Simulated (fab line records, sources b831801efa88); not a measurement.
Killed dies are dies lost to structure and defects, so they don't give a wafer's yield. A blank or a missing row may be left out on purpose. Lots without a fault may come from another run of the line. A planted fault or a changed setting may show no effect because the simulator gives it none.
Tool commonality check | flow sky130 | 11 lots, 39 wafers sampled

WHY IT WAS OPENED
At SKY_SPACER_THK_MEAS_01 the reading SPACER_CVD_00_THK is flagged on 2 of 11 lots. Wafers without a fault read 43.1 nm, standard deviation 0.44.
Rule: a lot is flagged when every wafer of it that has a number lies more than 4 standard deviations from that mean, or none has a number. The other lots count as sound.

lot  | measured     | on            | SPACER_CVD_00_THK (nm), wafer by wafer | flag
L263 | day 22 15:49 | film_metro-03 | 43.7 43.2 43.5                         |
L265 | day 24 04:51 | film_metro-03 | 42.5 43.0 43.1                         |
L266 | day 24 07:59 | film_metro-02 | 43.5 43.5 43.4                         |
L269 | day 25 07:24 | film_metro-04 | 43.3 43.3 43.4                         |
L271 | day 25 18:56 | film_metro-02 | 34.5 34.5 34.6 34.5 34.5 34.7          | FLAGGED
L272 | day 26 02:59 | film_metro-03 | 35.2 35.2 35.5 35.1 35.2 35.6          | FLAGGED
L282 | day 29 23:56 | film_metro-03 | 42.7 42.7 42.3                         |
L281 | day 29 23:57 | film_metro-04 | 43.7 43.6 43.4                         |
L283 | day 30 02:25 | film_metro-02 | 43.1 43.0 42.9                         |
L285 | day 30 12:08 | film_metro-04 | 43.6 44.0 43.4                         |
L286 | day 30 23:29 | film_metro-04 | 43.1 43.2 43.6                         |
The numbers of the flagged lots are 34.9 nm on average: -8.2 nm against the usual, or -19 standard deviations.

WHICH TOOL RAN EACH LOT
The record holds 1 process step before the reading, out of a route of 708 steps. In each cell: the tool, then ch and the chambers that the sampled wafers went through, then the start.
lot  | flag    | SKY_SPACER_CVD_00
L263 |         | lpcvd-02 ch 1, day 22 14:37
L265 |         | lpcvd-02 ch 1, day 24 03:37
L266 |         | lpcvd-02 ch 0, day 24 06:10
L269 |         | lpcvd-02 ch 1, day 25 05:35
L271 | FLAGGED | lpcvd-02 ch 0, day 25 17:07
L272 | FLAGGED | lpcvd-02 ch 0, day 26 01:46
L282 |         | lpcvd-02 ch 1, day 29 22:44
L281 |         | lpcvd-02 ch 1, day 29 22:44
L283 |         | lpcvd-02 ch 1, day 30 01:11
L285 |         | lpcvd-02 ch 1, day 30 10:55
L286 |         | lpcvd-02 ch 1, day 30 21:40
What these steps do:
- SKY_SPACER_CVD_00: deposits Si3N4 from DCS/NH3, target thk 43.1 nm, time 740 s.
- SKY_SPACER_THK_MEAS_01

FLAGGED OVER TOTAL, TOOL BY TOOL (the gauges that took the reading come last)
step                   | tool          | lots run | flagged | share of the flagged lots | sound lots run after its first flagged lot
SKY_SPACER_CVD_00      | lpcvd-02      | 11       | 2       | all                       | 5 (L281,L282,L283,L285,L286)
SKY_SPACER_THK_MEAS_01 | film_metro-02 | 3        | 1       | some                      | 1 (L283)
SKY_SPACER_THK_MEAS_01 | film_metro-03 | 4        | 1       | some                      | 1 (L282)
SKY_SPACER_THK_MEAS_01 | film_metro-04 | 4        | 0       | none                      | -

WHAT THE TABLE ALLOWS
1 row of the table ran every flagged lot: lpcvd-02 at SKY_SPACER_CVD_00.
- lpcvd-02 at SKY_SPACER_CVD_00: 2 of its 11 lots flagged. Sound lots ran on it after the first flagged one (L281, L282, L283, L285, L286), which a lasting fault on the whole tool wouldn't allow. Its own readings lie more than 4 standard deviations out on every wafer of the flagged lots: pressure_mtorr.
No row of the table ran every flagged lot and no sound lot after the first.

WHAT THE SIMULATOR HAD PUT IN
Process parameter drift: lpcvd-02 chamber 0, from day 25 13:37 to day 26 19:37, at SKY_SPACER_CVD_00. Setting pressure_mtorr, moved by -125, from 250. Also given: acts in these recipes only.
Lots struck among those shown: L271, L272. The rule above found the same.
